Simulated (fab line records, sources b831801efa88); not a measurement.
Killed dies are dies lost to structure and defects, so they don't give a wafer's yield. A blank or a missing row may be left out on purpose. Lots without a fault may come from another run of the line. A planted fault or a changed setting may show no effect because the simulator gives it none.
fab line records | flow sky130
record lots=11 wafers=33 last_day=50
route steps=708 shown FIELD_ISO@26 PWDE@53 VT_ADJUST_HVTP@85 VT_ADJUST_LVTN@118 VT_ADJUST_HVTR@141
lots that met no fault: from a run of the same line without faults
start_h: hours from the record's first day to the start of the lot's first wafer shown | wait_h: hours since the lot's step before | " the same as in the row above | L1.1+2: a row that stands for several wafers | - no value, or no start given | * or withheld: withheld | < > ~ a bound
route shown NAME@n: a module of which the file shows steps, and the number in the route of the first | usual: mean/standard deviation of fault-free wafers | same: alike in all rows | chamber/n: place in a boat | sites: the reading at each site | _std_site: their standard deviation | _edge_site: outer sites' mean less inner sites' | radius_mm: how far each site lies from the wafer's centre | mask NAME#n: copy n | behind: the tool/chamber that last shaped the wafer | hold: why the lot was held/for how many hours/how that ended | device: the transistor (n, p or np) that didn't switch | end of line: the same wafers' tests at the end of the route | a step without rows: its recipe alone | killed: dies lost to structure and defects at the first sort, not the wafer's yield | map: a wafer's dies, x killed, . not, _ none there
set.NAME: the setting as run; set.NAME@STEP: as run at that earlier step | model.NAME: the simulator's own value behind a step, which no gauge read
steps of the route over a sample of lots; a table a step, a row a wafer
services: from which hour (start_h, from the record's first day; less than 0 if before it) a tool's chamber was out of use, for how many hours, and why
## steps
# step SKY_FIELD_ISO_THK_MEAS_25
# recipe reads=SiO2_of_FIELD_ISO_CVD_24
# usual FIELD_ISO_CVD_24_THK=594/6.1
# columns lot.wafer tool chamber start_h wait_h FIELD_ISO_CVD_24_THK[nm]
L770.1 film_metro-02 - 36.54 0.0 589
L770.5 " - " " 586
L770.6 " - " " 590
L771.1 film_metro-02 - 45.00 0.0 606
L771.2 " - " " 585
L771.4 " - " " 598
L773.1 film_metro-04 - 51.71 0.0 591
L773.2 " - " " 595
L773.5 " - " " 589
L777.2 film_metro-04 - 73.29 0.1 595
L777.5 " - " " 588
L777.6 " - " " 603
L778.2 film_metro-04 - 81.77 0.1 593
L778.4 " - " " 594
L778.6 " - " " 595
L781.3 film_metro-04 - 94.45 0.1 592
L781.4 " - " " 589
L781.5 " - " " 585
L785.1 film_metro-03 - 115.28 0.0 603
L785.4 " - " " 597
L785.6 " - " " 608
L788.1 film_metro-04 - 142.21 0.1 590
L788.3 " - " " 585
L788.6 " - " " 589
L790.1 film_metro-02 - 142.94 0.0 589
L790.4 " - " " 588
L790.6 " - " " 597
L789.1 film_metro-04 - 143.00 0.1 594
L789.3 " - " " 589
L789.5 " - " " 589
L791.2 film_metro-03 - 152.03 0.1 586
L791.5 " - " " 589
L791.6 " - " " 585
# step SKY_PWDE_IMPLANT_08
# recipe species=B energy_kev=150 dose_cm2=3.6e+12 tilt_deg=withheld
# usual dose_ions_cm2=3.6e+12/3.8e+09 end_station_pressure_torr=4.97e-06/2.6e-07 faraday_current_uA=20.3/0.35
# columns lot.wafer tool chamber start_h wait_h dose_ions_cm2 end_station_pressure_torr faraday_current_uA
L770.1 implanter-02 0 79.44 0.0 3.601e+12 4.72e-06 20.4
L770.5 " 0 " " 3.598e+12 4.73e-06 20.0
L770.6 " 0 " " 3.602e+12 5.26e-06 19.8
L771.1 implanter-04 0 85.06 0.0 3.598e+12 4.88e-06 19.4
L771.2 " 0 " " 3.603e+12 5.09e-06 20.0
L771.4 " 0 " " 3.599e+12 4.82e-06 20.4
L773.1 implanter-04 0 90.19 0.0 3.599e+12 4.9e-06 20.2
L773.2 " 0 " " 3.599e+12 5.06e-06 20.3
L773.5 " 0 " " 3.603e+12 5.13e-06 20.7
L777.2 implanter-04 0 113.49 0.0 3.889e+12 4.84e-06 22.1
L777.5 " 0 " " 3.892e+12 5.44e-06 22.6
L777.6 " 0 " " 3.893e+12 5.17e-06 21.5
L778.2 implanter-04 0 124.29 0.0 3.888e+12 4.81e-06 22.2
L778.4 " 0 " " 3.889e+12 5.18e-06 22.0
L778.6 " 0 " " 3.887e+12 5.26e-06 22.4
L781.3 implanter-04 0 135.04 0.1 3.892e+12 5.04e-06 22.5
L781.4 " 0 " " 3.89e+12 5.45e-06 22.3
L781.5 " 0 " " 3.886e+12 4.83e-06 21.9
L785.1 implanter-01 0 164.31 0.0 3.596e+12 4.85e-06 20.5
L785.4 " 0 " " 3.602e+12 5.09e-06 20.9
L785.6 " 0 " " 3.602e+12 5.09e-06 20.5
L788.1 implanter-01 0 185.28 0.1 3.599e+12 4.86e-06 19.7
L788.3 " 0 " " 3.601e+12 4.58e-06 20.3
L788.6 " 0 " " 3.591e+12 5.05e-06 20.8
L790.1 implanter-01 0 185.81 0.0 3.604e+12 4.8e-06 19.5
L790.4 " 0 " " 3.596e+12 4.78e-06 20.5
L790.6 " 0 " " 3.596e+12 5.3e-06 20.3
L789.1 implanter-04 0 191.51 0.0 3.6e+12 4.89e-06 20.8
L789.3 " 0 " " 3.604e+12 5.43e-06 20.2
L789.5 " 0 " " 3.599e+12 4.58e-06 20.4
L791.2 implanter-02 0 201.74 0.0 3.604e+12 5.1e-06 20.8
L791.5 " 0 " " 3.602e+12 4.73e-06 20.6
L791.6 " 0 " " 3.602e+12 4.66e-06 20.4
# step SKY_PWDE_TW_MEAS_10
# usual PWDE_TW=367.8/2.5
# columns lot.wafer tool chamber start_h wait_h hold PWDE_TW
L770.1 film_metro-04 - 79.69 0.1 - 366.1
L770.5 " - " " - 366.7
L770.6 " - " " - 366.5
L771.1 film_metro-01 - 85.31 0.1 - 370.0
L771.2 " - " " - 369.7
L771.4 " - " " - 369.4
L773.1 film_metro-02 - 90.44 0.1 - 366.5
L773.2 " - " " - 369.6
L773.5 " - " " - 369.6
L777.2 film_metro-04 - 113.72 0.1 - 375.2
L777.5 " - " " - 376.2
L777.6 " - " " - 376.6
L778.2 film_metro-01 - 124.52 0.1 await_dispo/0.2h/release 377.1
L778.4 " - " " await_dispo/0.2h/release 377.0
L778.6 " - " " await_dispo/0.2h/release 378.9
L778.2 film_metro-01 - 124.75 0.2 - 375.2
L778.4 " - " " - 376.7
L778.6 " - " " - 375.3
L781.3 film_metro-04 - 135.26 0.1 - 373.3
L781.4 " - " " - 375.4
L781.5 " - " " - 374.7
L785.1 film_metro-01 - 164.56 0.1 - 371.1
L785.4 " - " " - 371.9
L785.6 " - " " - 373.4
L788.1 film_metro-04 - 185.53 0.1 - 367.3
L788.3 " - " " - 365.8
L788.6 " - " " - 366.3
L790.1 film_metro-02 - 186.06 0.1 - 363.3
L790.4 " - " " - 363.5
L790.6 " - " " - 363.8
L789.1 film_metro-01 - 191.76 0.1 - 369.6
L789.3 " - " " - 370.3
L789.5 " - " " - 369.2
L791.2 film_metro-04 - 201.97 0.1 - 370.2
L791.5 " - " " - 370.9
L791.6 " - " " - 370.7
# step SKY_NWELL_RS_MEAS_31
# recipe thk_meas_gauge=four-point-probe
# usual PWDE_RS=5278/19
# columns lot.wafer tool chamber start_h wait_h hold PWDE_RS[ohm/sq]
L770.1 film_metro-04 - 116.13 0.1 - 5268
L770.5 " - " " - 5282
L770.6 " - " " - 5288
L771.1 film_metro-01 - 121.17 0.1 - 5290
L771.2 " - " " - 5281
L771.4 " - " " - 5287
L773.1 film_metro-02 - 126.32 0.1 - 5275
L773.2 " - " " - 5268
L773.5 " - " " - 5254
L777.2 film_metro-02 - 151.74 0.1 await_dispo/0.2h/release 4948
L777.5 " - " " await_dispo/0.2h/release 4953
L777.6 " - " " await_dispo/0.2h/release 4953
L777.2 film_metro-02 - 152.02 0.3 - 4957
L777.5 " - " " - 4956
L777.6 " - " " - 4952
L778.2 film_metro-01 - 162.99 0.1 await_dispo/0.2h/release 4948
L778.4 " - " " await_dispo/0.2h/release 4951
L778.6 " - " " await_dispo/0.2h/release 4957
L778.2 film_metro-01 - 163.28 0.3 - 4952
L778.4 " - " " - 4964
L778.6 " - " " - 4955
L781.3 film_metro-01 - 178.96 0.1 await_dispo/0.2h/release 4991
L781.4 " - " " await_dispo/0.2h/release 4984
L781.5 " - " " await_dispo/0.2h/release 4975
L781.3 film_metro-01 - 179.25 0.3 - 4984
L781.4 " - " " - 4969
L781.5 " - " " - 4966
L785.1 film_metro-01 - 206.98 0.1 - 5265
L785.4 " - " " - 5256
L785.6 " - " " - 5274
L788.1 film_metro-01 - 230.05 0.1 - 5300
L788.3 " - " " - 5304
L788.6 " - " " - 5306
L790.1 film_metro-04 - 230.72 0.1 - 5302
L790.4 " - " " - 5307
L790.6 " - " " - 5295
L789.1 film_metro-01 - 239.76 0.1 - 5276
L789.3 " - " " - 5297
L789.5 " - " " - 5289
L791.2 film_metro-04 - 247.96 0.1 - 5264
L791.5 " - " " - 5251
L791.6 " - " " - 5235
# step SKY_VT_ADJUST_HVTP_DEHYDRATE_00
# recipe temp_c=200 time_s=60
# columns lot.wafer tool chamber start_h wait_h hold
L770.1+5+6 litho_track-01 0 123.84 7.7 -
L771.1+2+4 litho_track-04 0 128.47 7.3 -
L773.1+2+5 litho_track-01 0 135.54 9.2 -
L777.2+5+6 litho_track-01 0 161.01 9.0 await_dispo/2.2h/release
L778.2+4+6 litho_track-03 0 172.60 9.3 await_dispo/2.7h/release
L781.3+4+5 litho_track-01 0 188.79 9.5 await_dispo/3.0h/release
L785.1+4+6 litho_track-04 0 218.02 11.0 -
L788.1+3+6 litho_track-01 0 241.14 11.1 -
L790.1+4+6 litho_track-01 0 242.04 11.3 -
L789.1+3+5 litho_track-04 0 250.47 10.7 -
L791.2+5+6 litho_track-01 0 258.96 11.0 -
# step SKY_VT_ADJUST_LVTN_TW_MEAS_21
# usual VT_ADJUST_LVTN_2_TW=188.0/2.2
# columns lot.wafer tool chamber start_h wait_h VT_ADJUST_LVTN_2_TW
L770.1 film_metro-03 - 179.69 0.1 190.8
L770.5 " - " " 190.4
L770.6 " - " " 190.0
L771.1 film_metro-01 - 179.99 0.1 186.0
L771.2 " - " " 186.5
L771.4 " - " " 187.1
L773.1 film_metro-01 - 185.38 0.1 187.3
L773.2 " - " " 186.3
L773.5 " - " " 186.7
L777.2 film_metro-03 - 213.92 0.1 189.3
L777.5 " - " " 190.0
L777.6 " - " " 189.4
L778.2 film_metro-01 - 227.02 0.1 187.6
L778.4 " - " " 187.6
L778.6 " - " " 186.4
L781.3 film_metro-01 - 245.16 0.1 186.8
L781.4 " - " " 186.5
L781.5 " - " " 186.8
L785.1 film_metro-04 - 276.76 0.1 185.6
L785.4 " - " " 184.8
L785.6 " - " " 186.7
L788.1 film_metro-03 - 302.09 0.1 190.5
L788.3 " - " " 190.2
L788.6 " - " " 190.8
L790.1 film_metro-01 - 303.71 0.1 186.9
L790.4 " - " " 186.9
L790.6 " - " " 186.0
L789.1 film_metro-03 - 313.29 0.1 190.5
L789.3 " - " " 190.3
L789.5 " - " " 190.6
L791.2 film_metro-04 - 322.68 0.1 186.9
L791.5 " - " " 185.5
L791.6 " - " " 186.4
# step SKY_VT_ADJUST_HVTR_STRIP_10
# recipe chemistry=O2/N2 power_w=1400 pressure_mtorr=1500 platen_temp_c=withheld o2_flow_sccm=3000 n2_flow_sccm=300 overash_fraction=0.5
# usual drypump_motor_current_A=5.7/0.48 oes_product_au=0.716/0.0045 strip_time_to_endpoint_s=14.22/0.039
# columns lot.wafer tool chamber start_h wait_h drypump_motor_current_A oes_product_au rf_hours_counter_h strip_time_to_endpoint_s
L770.1 plasma_asher-04 1 222.79 0.1 5.1 0.708 57 14.19
L770.5 " 0 " " 5.8 0.719 - 14.18
L770.6 " 1 " " 5.1 0.722 - 14.18
L771.1 plasma_asher-03 0 223.03 0.1 6.5 0.720 45 14.26
L771.2 " 1 " " 5.6 0.710 45 14.25
L771.4 " 1 " " 5.6 0.717 - 14.29
L773.1 plasma_asher-02 1 228.11 0.1 5.3 0.716 11 14.23
L773.2 " 0 " " 5.9 0.720 11 14.25
L773.5 " 1 " " 5.3 0.714 - 14.23
L777.2 plasma_asher-03 1 259.86 0.1 5.6 0.722 48 14.16
L777.5 " 0 " " 6.5 0.715 - 14.17
L777.6 " 1 " " 5.5 0.717 - 14.21
L778.2 plasma_asher-04 0 274.73 0.1 5.8 0.721 62 14.22
L778.4 " 0 " " 5.8 0.717 - 14.21
L778.6 " 0 " " 5.8 0.714 - 14.23
L781.3 plasma_asher-04 1 295.10 0.1 5.1 0.722 - 14.28
L781.4 " 0 " " 5.8 0.720 - 14.26
L781.5 " 0 " " 5.8 0.716 - 14.23
L785.1 plasma_asher-04 0 327.21 0.1 5.8 0.721 67 14.23
L785.4 " 1 " " 5.1 0.721 - 14.22
L785.6 " 0 " " 5.8 0.723 - 14.23
L788.1 plasma_asher-04 1 356.18 0.1 5.1 0.718 71 14.27
L788.3 " 0 " " 5.8 0.722 - 14.23
L788.6 " 0 " " 5.8 0.710 - 14.22
L790.1 plasma_asher-04 0 356.56 0.1 5.7 0.721 71 14.30
L790.4 " 0 " " 5.8 0.717 - 14.30
L790.6 " 1 " " 5.1 0.719 - 14.24
L789.1 plasma_asher-04 1 367.33 0.1 5.1 0.716 72 14.20
L789.3 " 1 " " 5.1 0.718 - 14.19
L789.5 " 1 " " 5.1 0.719 - 14.25
L791.2 plasma_asher-03 0 377.01 0.1 6.5 0.707 61 14.16
L791.5 " 0 " " 6.5 0.712 - 14.23
L791.6 " 1 " " 5.6 0.718 - 14.23
## services
# columns tool chamber start_h hours kind
plasma_asher-04 - 62.31 2.8 pm
plasma_asher-02 - 108.75 9.0 pm
plasma_asher-02 - 136.46 2.8 pm
implanter-02 - 140.01 6.3 repair
implanter-01 - 140.05 0.5 repair
litho_track-04 - 141.32 - consumable_replace:filter
litho_track-04 - 149.40 - consumable_replace:filter
plasma_asher-03 - 159.93 0.4 repair
implanter-04 - 191.66 12.2 pm
plasma_asher-02 - 193.85 0.6 repair
implanter-02 - 194.39 1.9 repair
implanter-02 - 208.31 2.6 repair
implanter-01 - 217.40 3.8 pm
implanter-04 - 242.91 4.2 pm
implanter-04 - 264.93 1.3 repair
implanter-04 - 273.04 5.1 repair
implanter-04 - 281.98 3.4 repair
plasma_asher-04 - 292.24 2.8 repair
implanter-04 - 312.77 1.8 repair
implanter-04 - 317.41 1.6 repair
plasma_asher-03 - 318.34 0.4 repair
plasma_asher-02 - 326.86 28.1 pm
implanter-01 - 335.10 1.8 repair
plasma_asher-02 - 373.87 12.6 repair
## key
first_sign step=SKY_PWDE_IMPLANT_08 reading=dose_ions_cm2 direction=up sigmas=76 usual=* struck=*
effect step=SKY_PWDE_IMPLANT_08 reading=faraday_current_uA direction=up sigmas=5.2 usual=20.3 struck=22.2
effect step=SKY_PWDE_TW_MEAS_10 reading=PWDE_TW direction=up sigmas=3.2 usual=367.8 struck=376.0
effect step=SKY_NWELL_RS_MEAS_31 reading=PWDE_RS direction=down sigmas=17 usual=5278 struck=4962
met_at SKY_PWDE_IMPLANT_08
struck_lots L777,L778,L781
tester_left_out L777,L778,L781
not_acting_at SKY_FIELD_ISO_THK_MEAS_25,SKY_VT_ADJUST_LVTN_TW_MEAS_21,SKY_VT_ADJUST_HVTR_STRIP_10
onset_between 90.19 113.49
fault kind=process_parameter_drift tool=implanter-04 chamber=- onset_h=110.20 steps=SKY_PWDE_IMPLANT_08 channel=dose_cm2 offset=* shape=step end_h=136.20 acts_in=* stated=*
# tester_left_out: of these lots the tester's yield and bins aren't shown, on N5 and GAA mostly nor the transistor test; their killed dies are dies lost to structure and defects alone, not to doping, threshold or leakage, so they don't give the yield
